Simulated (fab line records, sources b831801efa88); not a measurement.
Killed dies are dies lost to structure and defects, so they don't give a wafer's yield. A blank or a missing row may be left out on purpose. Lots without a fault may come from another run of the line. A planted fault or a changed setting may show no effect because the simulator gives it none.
One fault seen from 2 desks | flow gf180mcu | each desk has only its own numbers; what lay behind them comes last

THE TOOL OWNER'S DESK: implanter-02
The tool's own readings at GF_MVSD_IMPLANT_09: means of the sampled wafers that have a number, for each lot that ran on this tool. A lot is out of limits, marked OUT, if its mean lies more than 4 standard deviations from the usual mean; the brackets give that distance.
Columns: A = tilt_deg at GF_MVSD_IMPLANT_09, usual 0.003 degrees
lot  | first seen here | A
L513 | day 5 09:31     | -0.001
L514 | day 5 15:36     | 0.002
L522 | day 7 16:58     | 6.233 (+99 or more) OUT
L526 | day 8 12:55     | 6.237 (+99 or more) OUT
This desk's finding: out of limits on L522, L526; first on L522, day 7 16:58 (tilt_deg at GF_MVSD_IMPLANT_09). In limits: L513, L514.

THE METROLOGY DESK
What the gauges read, lot by lot, whatever tool the lot ran on: means of the sampled wafers that have a number. A lot is out of limits, marked OUT, if its mean lies more than 4 standard deviations from the usual mean; the brackets give that distance.
Columns: A = LVPWELL_TW at GF_LVPWELL_TW_MEAS_11, usual 561; B = MVSD_OVL at GF_MVSD_OVL_MEAS_07, usual 0.4 nm
lot  | first seen here | A   | B
L513 | day 4 19:10     | 548 | 1.9
L514 | day 5 01:25     | 559 | -0.8
L522 | day 7 01:10     | 567 | 0.2
L523 | day 7 07:07     | 560 | 0.8
L526 | day 7 21:02     | 557 | 1.1
L530 | day 8 20:39     | 560 | 0.4
This desk's finding: nothing out of limits on any of the 6 lots.

PUT TOGETHER
The tool owner's desk could have raised an alarm at day 7 16:58, on L522, L526.
The metrology desk saw nothing out of limits.
The metrology desk has L522, L526 on record, within its limits.
Of the lots named, all ran GF_MVSD_IMPLANT_09 on implanter-02.

WHAT THE SIMULATOR HAD PUT IN
Process parameter drift: implanter-02, from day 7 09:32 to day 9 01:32, at GF_MVSD_IMPLANT_09. Setting tilt_deg, moved by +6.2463, from 0. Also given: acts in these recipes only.
Lots struck among those shown: L522, L526.
Hours from the fault's start to each desk's first reading out of limits: the tool owner's desk, 7.
